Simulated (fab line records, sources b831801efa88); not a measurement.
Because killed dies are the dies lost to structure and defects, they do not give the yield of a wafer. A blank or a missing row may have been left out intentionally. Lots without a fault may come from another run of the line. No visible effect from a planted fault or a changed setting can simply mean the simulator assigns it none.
fab line records    flow sky130
record: lots: 11  wafers: 33  lastDay: 50
route steps=708 shown RES_PROTECT@215 SD_P@328 LI_CONTACT@375
lots untouched by any fault: they come from a run of this same line in which no faults occurred
startH: hours from the record's first day to the start of the lot's first wafer shown    waitH: hours from the lot's prior step to this one    " repeats the value in the row above    L1.1+2: a single row standing in for several wafers    - no value present, or no start provided    * or withheld: withheld    < > ~ a bound
route shown NAME@n: a module of which the file shows steps, and the number in the route of the first    usual: the fault-free wafers' mean and standard deviation    same: alike in all rows    chamber/n: place in a boat    sites: each site's reading    _std_site: the standard deviation of these    _edge_site: mean of outer sites minus mean of inner sites    radiusMm: for every site, how far away it sits from the centre of the wafer    mask NAME#n: copy n    behind: tool/chamber where the wafer was last shaped    hold: reason for holding the lot/hours on hold/outcome of the hold    device: the n, p or np transistor that did not switch    end of line: the route-end tests of the same wafers    step lacking rows: just its recipe    killed: the dies lost at the first sort to structure and to defects; this is not the yield of the wafer    map: a wafer's dies, marking killed ones x, the rest . and places with no die _
set.NAME: the run value of the setting; set.NAME@STEP: its run value at that earlier step    model.NAME: the simulator's own value behind a step, which no gauge read
a sample of lots followed through the steps of the route, with each step as a table and each wafer as a row
services: from which hour (startH, from the record's first day; less than 0 if before it) a tool's chamber was out of use, for how many hours, and why
== steps ==
step: SKY_RES_PROTECT_TW_MEAS_08
usual: POLY_GATE_TW: 4023/34
lot.wafer  tool          chamber  startH  waitH  POLY_GATE_TW
L993.1     filmMetro-03  -        336.93  0.1    4092
L993.4     "             -        "       "      4113
L993.6     "             -        "       "      4072
L994.1     filmMetro-02  -        346.24  0.1    4020
L994.4     "             -        "       "      4045
L994.5     "             -        "       "      4035
L995.1     filmMetro-02  -        353.60  0.1    4032
L995.2     "             -        "       "      4027
L995.5     "             -        "       "      4061
L997.1     filmMetro-02  -        380.89  0.1    4077
L997.2     "             -        "       "      4070
L997.5     "             -        "       "      4061
L998.2     filmMetro-03  -        383.60  0.1    4036
L998.3     "             -        "       "      4052
L998.5     "             -        "       "      4078
L107.1     filmMetro-02  -        480.03  0.1    3996
L107.2     "             -        "       "      3993
L107.6     "             -        "       "      3980
L110.2     filmMetro-02  -        507.85  0.1    3975
L110.3     "             -        "       "      3978
L110.6     "             -        "       "      3991
L113.1     filmMetro-02  -        518.45  0.1    3961
L113.2     "             -        "       "      3997
L113.5     "             -        "       "      3968
L114.1     filmMetro-01  -        527.98  0.1    3992
L114.2     "             -        "       "      3990
L114.4     "             -        "       "      3984
L115.1     filmMetro-03  -        531.88  0.1    4037
L115.3     "             -        "       "      4054
L115.4     "             -        "       "      4060
L116.2     filmMetro-02  -        535.99  0.1    3961
L116.5     "             -        "       "      3960
L116.6     "             -        "       "      3970
step: SKY_SD_P_OVL_MEAS_08
usual: SD_P_OVL: 0.2/1.5
lot.wafer  tool        chamber  startH  waitH  SD_P_OVL[nm]
L993.1     overlay-02  -        583.37  0.1    0.0
L993.4     "           -        "       "      2.6
L993.6     "           -        "       "      0.0
L994.1     overlay-02  -        593.30  0.1    0.1
L994.4     "           -        "       "      1.1
L994.5     "           -        "       "      -0.3
L995.1     overlay-02  -        604.56  0.1    -2.7
L995.2     "           -        "       "      -2.0
L995.5     "           -        "       "      -1.0
L997.1     overlay-02  -        629.30  0.1    -0.5
L997.2     "           -        "       "      2.4
L997.5     "           -        "       "      5.7
L998.2     overlay-01  -        633.16  0.1    -0.5
L998.3     "           -        "       "      -0.4
L998.5     "           -        "       "      0.4
L107.1     overlay-01  -        721.36  0.1    0.6
L107.2     "           -        "       "      -1.0
L107.6     "           -        "       "      0.3
L110.2     overlay-02  -        746.11  0.1    0.5
L110.3     "           -        "       "      -0.5
L110.6     "           -        "       "      -0.4
L113.1     overlay-02  -        756.45  0.1    0.6
L113.2     "           -        "       "      0.0
L113.5     "           -        "       "      1.9
L114.1     overlay-02  -        762.52  0.1    2.2
L114.2     "           -        "       "      0.8
L114.4     "           -        "       "      3.4
L115.1     overlay-01  -        768.91  0.1    -1.4
L115.3     "           -        "       "      -1.9
L115.4     "           -        "       "      -0.4
L116.2     overlay-01  -        772.18  0.1    -0.7
L116.5     "           -        "       "      3.5
L116.6     "           -        "       "      2.9
step: SKY_LI_CONTACT_OVL_MEAS_13
usual: LI_CONTACT_OVL: -4/6.2
lot.wafer  tool        chamber  startH  waitH  LI_CONTACT_OVL[nm]
L993.1     overlay-01  -        673.45  0.1    -7
L993.4     "           -        "       "      -16
L993.6     "           -        "       "      -16
L994.1     overlay-01  -        682.36  0.1    -4
L994.4     "           -        "       "      -3
L994.5     "           -        "       "      4
L995.1     overlay-01  -        692.65  0.1    -11
L995.2     "           -        "       "      -3
L995.5     "           -        "       "      -7
L997.1     overlay-02  -        716.65  0.1    0
L997.2     "           -        "       "      -4
L997.5     "           -        "       "      -10
L998.2     overlay-02  -        718.80  0.1    -7
L998.3     "           -        "       "      -6
L998.5     "           -        "       "      -13
L107.1     overlay-01  -        802.69  0.1    -6
L107.2     "           -        "       "      -10
L107.6     "           -        "       "      -8
L110.2     overlay-02  -        828.86  0.1    -2
L110.3     "           -        "       "      -2
L110.6     "           -        "       "      3
L113.1     overlay-01  -        838.01  0.1    5
L113.2     "           -        "       "      13
L113.5     "           -        "       "      3
L114.1     overlay-01  -        843.15  0.1    -18
L114.2     "           -        "       "      0
L114.4     "           -        "       "      -1
L115.1     overlay-01  -        848.39  0.1    2
L115.3     "           -        "       "      5
L115.4     "           -        "       "      -1
L116.2     overlay-01  -        853.76  0.1    1
L116.5     "           -        "       "      -4
L116.6     "           -        "       "      -3
step: SKY_LI_CONTACT_CVD_21
recipe: material: W  targetThkNm: 400  timeS: 120.56  tempC: 400  pressureTorr: 40
usual: heaterPowerW: 903/36  susceptorTempC: 399.99/0.24
lot.wafer  tool     chamber  startH  waitH  heaterPowerW  susceptorTempC
L993.1     cvdW-01  0        674.04  0.0    925           400.14
L993.4     "        1        "       "      893           400.05
L993.6     "        0        "       "      913           399.96
L994.1     cvdW-01  0        682.95  0.0    923           399.33
L994.4     "        0        "       "      927           399.65
L994.5     "        1        "       "      853           400.23
L995.1     cvdW-01  0        693.24  0.0    909           399.79
L995.2     "        1        "       "      868           400.06
L995.5     "        0        "       "      908           399.79
L997.1     cvdW-02  1        717.26  0.0    869           400.09
L997.2     "        0        "       "      942           400.04
L997.5     "        0        "       "      966           399.94
L998.2     cvdW-01  1        719.39  0.0    859           400.12
L998.3     "        1        "       "      859           399.93
L998.5     "        0        "       "      914           399.78
L107.1     cvdW-01  0        803.46  0.0    838           384.58
L107.2     "        1        "       "      906           399.98
L107.6     "        0        "       "      850           384.85
L110.2     cvdW-02  0        829.46  0.0    938           399.95
L110.3     "        1        "       "      870           399.45
L110.6     "        1        "       "      889           399.93
L113.1     cvdW-02  1        838.60  0.0    853           400.13
L113.2     "        0        "       "      943           400.17
L113.5     "        1        "       "      847           399.90
L114.1     cvdW-02  1        843.74  0.0    859           400.11
L114.2     "        0        "       "      948           399.39
L114.4     "        0        "       "      947           399.32
L115.1     cvdW-02  0        848.99  0.0    930           400.27
L115.3     "        0        "       "      911           399.78
L115.4     "        1        "       "      871           399.81
L116.2     cvdW-02  1        854.37  0.0    879           399.77
L116.5     "        1        "       "      873           399.91
L116.6     "        0        "       "      995           399.88
step: SKY_LI_CONTACT_RS_MEAS_22
recipe: thkMeasGauge: four-point-probe  reads: W_of_LI_CONTACT_CVD_21+TiN_of_LI_CONTACT_SPUTTER_20+Ti_of_LI_CONTACT_SPUTTER_19
usual: LI_CONTACT_W_RS: 0.285/0.0045
lot.wafer  tool          chamber  startH  waitH  LI_CONTACT_W_RS[ohm/sq]
L993.1     filmMetro-03  -        674.17  0.1    0.288
L993.4     "             -        "       "      0.285
L993.6     "             -        "       "      0.285
L994.1     filmMetro-04  -        683.08  0.1    0.285
L994.4     "             -        "       "      0.286
L994.5     "             -        "       "      0.288
L995.1     filmMetro-02  -        693.37  0.1    0.295
L995.2     "             -        "       "      0.290
L995.5     "             -        "       "      0.294
L997.1     filmMetro-04  -        717.38  0.1    0.286
L997.2     "             -        "       "      0.280
L997.5     "             -        "       "      0.283
L998.2     filmMetro-02  -        719.54  0.1    0.292
L998.3     "             -        "       "      0.289
L998.5     "             -        "       "      0.292
L107.1     filmMetro-02  -        803.59  0.1    0.383
L107.2     "             -        "       "      0.289
L107.6     "             -        "       "      0.385
L110.2     filmMetro-04  -        829.61  0.1    0.278
L110.3     "             -        "       "      0.282
L110.6     "             -        "       "      0.283
L113.1     filmMetro-02  -        838.73  0.1    0.283
L113.2     "             -        "       "      0.276
L113.5     "             -        "       "      0.282
L114.1     filmMetro-02  -        843.87  0.1    0.288
L114.2     "             -        "       "      0.283
L114.4     "             -        "       "      0.280
L115.1     filmMetro-04  -        849.11  0.1    0.277
L115.3     "             -        "       "      0.276
L115.4     "             -        "       "      0.282
L116.2     filmMetro-04  -        854.52  0.1    0.286
L116.5     "             -        "       "      0.284
L116.6     "             -        "       "      0.278
step: SKY_LI_CONTACT_THK_MEAS_23
recipe: thkMeasGauge: xrf  reads: W_of_LI_CONTACT_CVD_21
usual: LI_CONTACT_W_THK: 405/11
lot.wafer  tool          chamber  startH  waitH  LI_CONTACT_W_THK[nm]
L993.1     filmMetro-03  -        674.29  0.1    405
L993.4     "             -        "       "      410
L993.6     "             -        "       "      410
L994.1     filmMetro-04  -        683.20  0.1    414
L994.4     "             -        "       "      413
L994.5     "             -        "       "      409
L995.1     filmMetro-02  -        693.49  0.1    380
L995.2     "             -        "       "      387
L995.5     "             -        "       "      384
L997.1     filmMetro-04  -        717.50  0.1    407
L997.2     "             -        "       "      416
L997.5     "             -        "       "      413
L998.2     filmMetro-02  -        719.65  0.1    384
L998.3     "             -        "       "      391
L998.5     "             -        "       "      387
L107.1     filmMetro-02  -        803.71  0.1    297
L107.2     "             -        "       "      395
L107.6     "             -        "       "      294
L110.2     filmMetro-04  -        829.72  0.1    426
L110.3     "             -        "       "      416
L110.6     "             -        "       "      415
L113.1     filmMetro-02  -        838.85  0.1    395
L113.2     "             -        "       "      407
L113.5     "             -        "       "      402
L114.1     filmMetro-02  -        843.99  0.1    397
L114.2     "             -        "       "      402
L114.4     "             -        "       "      407
L115.1     filmMetro-04  -        849.23  0.1    431
L115.3     "             -        "       "      429
L115.4     "             -        "       "      418
L116.2     filmMetro-04  -        854.63  0.1    416
L116.5     "             -        "       "      416
L116.6     "             -        "       "      426
step: SKY_LI_CONTACT_CMP_24
recipe: stopOn: PSG  tOverpolishS: 20  downForcePsi: 3.5  platenRpm: 60  targetThkNm: 0  padVelocityMS: 0.94248
usual: headPressurePsi: 3.499/0.0079  motorCurrentA: 10.8/0.79  slurryFilterDpKPa: 13.49/0.14  timeToEndpointS: 94/3.7
lot.wafer  tool    chamber  startH  waitH  headPressurePsi  motorCurrentA  slurryFilterDpKPa  timeToEndpointS
L993.4     cmp-02  1        674.40  0.1    3.497            9.7            13.28              98
L993.1     "       2        "       "      3.500            11.2           13.43              93
L993.6     "       0        "       "      3.495            10.3           13.50              96
L994.1     cmp-02  0        683.31  0.1    3.502            11.0           13.39              93
L994.4     "       2        "       "      3.499            11.0           13.44              92
L994.5     "       0        "       "      3.499            10.6           13.50              93
L995.2     cmp-02  2        693.65  0.1    3.504            11.1           13.23              90
L995.1     "       3        "       "      3.492            10.5           13.66              89
L995.5     "       1        "       "      3.504            10.0           13.39              93
L997.1     cmp-02  2        717.61  0.1    3.512            10.5           13.48              90
L997.2     "       3        "       "      3.504            11.1           13.40              91
L997.5     "       1        "       "      3.490            9.8            13.47              90
L998.2     cmp-02  3        720.03  0.4    3.509            10.9           13.40              91
L998.3     "       0        "       "      3.498            11.6           13.40              92
L998.5     "       2        "       "      3.501            10.4           13.52              89
L107.1     cmp-02  0        803.82  0.1    3.517            10.5           13.56              72
L107.2     "       1        "       "      3.497            10.1           13.29              96
L107.6     "       3        "       "      3.497            11.3           13.62              69
L110.3     cmp-01  0        829.82  0.1    3.505            11.7           13.47              103
L110.2     "       2        "       "      3.496            10.0           13.58              100
L110.6     "       3        "       "      3.496            11.5           13.57              96
L113.2     cmp-02  2        839.01  0.1    3.488            10.8           13.42              99
L113.1     "       3        "       "      3.512            10.2           13.25              96
L113.5     "       0        "       "      3.489            11.1           13.52              101
L114.2     cmp-01  1        844.05  0.0    3.498            10.1           13.71              97
L114.1     "       2        "       "      3.498            10.4           13.59              95
L114.4     "       0        "       "      3.495            12.3           13.63              100
L115.4     cmp-02  0        849.29  0.0    3.512            11.0           13.50              100
L115.3     "       1        "       "      3.484            9.8            13.20              107
L115.1     "       3        "       "      3.510            11.3           13.60              102
L116.2     cmp-01  1        854.68  0.0    3.507            10.1           13.44              97
L116.5     "       1        "       "      3.515            9.9            13.68              95
L116.6     "       2        "       "      3.492            9.9            13.54              99
== services ==
tool     chamber  startH  hours  kind
cvdW-01  -        656.52  0.2    repair
cmp-01   -        659.68  0.3    repair
cvdW-02  -        674.84  6.9    pm
cmp-01   -        678.46  10.0   pm
cvdW-02  -        681.74  2.8    pm
cmp-02   -        691.07  2.4    repair
cmp-02   -        696.63  5.6    pm
cmp-01   -        698.88  33.3   repair
cvdW-01  -        722.54  6.9    pm
cmp-01   -        744.08  4.0    pm
cvdW-02  -        746.05  0.5    repair
cmp-02   -        746.17  4.1    repair
cmp-01   -        748.08  -      consumableReplace:conditioner
cmp-01   -        748.08  -      consumableReplace:pad
cmp-02   -        770.32  0.8    repair
cmp-01   -        781.59  1.7    repair
cmp-02   -        834.53  3.8    repair
cvdW-01  1        837.48  6.4    repair
cmp-01   -        849.31  3.4    repair
== key ==
firstSign: step: SKY_LI_CONTACT_CVD_21  reading: susceptorTempC  direction: down  sigmas: 63  usual: *  struck: *
effect: step: SKY_LI_CONTACT_RS_MEAS_22  reading: LI_CONTACT_W_RS  direction: up  sigmas: 22  usual: 0.285  struck: 0.384
effect: step: SKY_LI_CONTACT_THK_MEAS_23  reading: LI_CONTACT_W_THK  direction: down  sigmas: 9.6  usual: 405  struck: 296
effect: step: SKY_LI_CONTACT_CMP_24  reading: timeToEndpointS  direction: down  sigmas: 6.4  usual: *  struck: *
metAt SKY_LI_CONTACT_CVD_21
struckLots L107
struckWafers L107.1,L107.6
testerLeftOut L107
notActingAt SKY_RES_PROTECT_TW_MEAS_08,SKY_SD_P_OVL_MEAS_08,SKY_LI_CONTACT_OVL_MEAS_13
onsetBetween 719.39 803.46
fault: kind: processParameterDrift  tool: cvdW-01  chamber: 0  onsetH: 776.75  steps: SKY_LI_CONTACT_CVD_21  channel: tempC  offset: *  shape: step  endH: 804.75  actsIn: *  stated: *
testerLeftOut: of these lots the tester's yield and bins aren't shown, on N5 and GAA mostly nor the transistor test; their killed dies are dies lost to structure and defects alone, not to doping, threshold or leakage, so they don't give the yield
